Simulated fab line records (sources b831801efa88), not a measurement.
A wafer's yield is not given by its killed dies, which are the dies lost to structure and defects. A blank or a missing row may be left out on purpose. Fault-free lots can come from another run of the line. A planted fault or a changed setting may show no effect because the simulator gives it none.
Comparing a struck lot with a sound one | flow sky130 | 33 out of 708 route steps
Sound: wafers L947.1, L947.2, L947.6. Struck: wafers L958.2, L958.4, L958.5. The cause comes at the end.
Each step with rows lists, per side, the tool, then ch with its chambers, then its first start. Under that, the readings that differ: sound wafers | struck wafers | difference of the means | sigmas: that difference in standard deviations of wafers without a fault.
alike: words and numbers the same on both sides, and readings whose means are apart by under 2 such deviations; not compared: readings that were withheld, readings missing a value for some wafer, numbers with overlapping values and no deviation given by the record, and bounds like >300 which may hide the same value.
Wherever a step has rows on one side only, a row that says differs or no value, or a row with sigmas, the two part there. Numbers that have no deviation but don't overlap get no sigmas and don't part them. A reading missing from all wafers of one side parts the sides only when that side holds two or more wafers.

first, 7 steps without rows for these wafers: SKY_SONOS_TUNNEL_DEVELOP_06 (develop time 60 s); SKY_SONOS_TUNNEL_IMPLANT_09; SKY_SONOS_TUNNEL_WET_ETCH_10 (etches SiO2 in dHF, target depth 14 nm, time 280 s); SKY_SONOS_TUNNEL_STRIP_11 (strips in SPM, time 600 s); SKY_SONOS_TUNNEL_CLEAN_13 (cleans in dHF, time 20 s); SKY_SONOS_ONO_OXIDATION_00 (stabilise 600 s, purge 300 s, target thk 2.6 nm); SKY_SONOS_ONO_CVD_02 (deposits Si3N4 from DCS/NH3, target thk 10.5 nm, time 180 s).
SKY_SONOS_ONO_CVD_04: deposits SiO2 from SiH4/N2O, target thk 5.7199 nm.
  sound on lpcvd-03 ch 0, day 13 18:07; struck on lpcvd-03 ch 0, day 17 08:04
  reading                                    | sound             | struck            | difference | sigmas
  model.SiO2_of_SONOS_ONO_CVD_04.thk_nm (nm) | 5.646 5.684 5.612 | 10.77 10.76 10.72 | +5.10      |
SKY_SONOS_ONO_THK_MEAS_05:
  sound on film_metro-04, day 13 19:22; struck on film_metro-04, day 17 09:19
  reading                   | sound          | struck            | difference | sigmas
  SONOS_ONO_CVD_04_THK (nm) | 5.71 5.76 5.58 | 10.81 10.78 10.68 | +5.07      | +36
then, 23 steps without rows for these wafers: SKY_SONOS_ONO_DEHYDRATE_06 (time 60 s); SKY_SONOS_ONO_HMDS_07 (prime time 60 s); SKY_SONOS_ONO_COAT_08 (resist thk 1140 nm); SKY_SONOS_ONO_SOFTBAKE_09 (time 60 s); SKY_SONOS_ONO_EXPOSE_10 (exposes mask ONOM, target cd 410 nm); SKY_SONOS_ONO_PEB_11; SKY_SONOS_ONO_DEVELOP_12 (develop time 60 s); SKY_SONOS_ONO_ETCH_15 (etches the open film in CHF3/O2, target depth 19.52 nm, time 7.8 s); SKY_SONOS_ONO_WET_ETCH_16 (etches SiO2 in dHF, target depth 14 nm, time 280 s); SKY_SONOS_ONO_STRIP_17 (strips in O2/N2); SKY_SONOS_ONO_WET_ETCH_18 (etches Si3N4 in H3PO4, target depth 15 nm, time 172 s); SKY_GATE_OXIDE_CLEAN_00 (cleans in SC1/SC2, time 150 s); SKY_GATE_OXIDE_OXIDATION_01 (stabilise 600 s, purge 300 s, target thk 10.268 nm); SKY_GATE_OXIDE_DEHYDRATE_03 (time 60 s); SKY_GATE_OXIDE_HMDS_04 (prime time 60 s); SKY_GATE_OXIDE_COAT_05 (resist thk 1162 nm); SKY_GATE_OXIDE_SOFTBAKE_06 (time 60 s); SKY_GATE_OXIDE_EXPOSE_07 (exposes mask LVOM, target cd 600 nm); SKY_GATE_OXIDE_PEB_08; SKY_GATE_OXIDE_DEVELOP_09 (develop time 60 s); SKY_GATE_OXIDE_IMPLANT_11; SKY_GATE_OXIDE_WET_ETCH_12 (etches SiO2 in dHF, target depth 16.8 nm, time 336 s); SKY_GATE_OXIDE_STRIP_13 (strips in O2/N2).
-- the record jumps here: 3 days lie between the struck wafers' starts before and after --
SKY_GATE_OXIDE_CLEAN_15: cleans in SC1/SC2, time 150 s.
  sound on wet_bench-02 ch 0, day 16 03:17; struck on wet_bench-02 ch 2, day 20 00:32
  reading                                    | sound            | struck          | difference | sigmas
  model.SiO2_of_SONOS_ONO_CVD_04.thk_nm (nm) | 4.119 4.159 4.09 | 9.253 9.234 9.2 | +5.106     |
  alike: temp_c

WHERE THEY PART
Within this record, at SKY_SONOS_ONO_THK_MEAS_05 only. Later steps at which nothing parts them and some readings are alike: SKY_GATE_OXIDE_CLEAN_15.

WHY: whatever the simulator had introduced
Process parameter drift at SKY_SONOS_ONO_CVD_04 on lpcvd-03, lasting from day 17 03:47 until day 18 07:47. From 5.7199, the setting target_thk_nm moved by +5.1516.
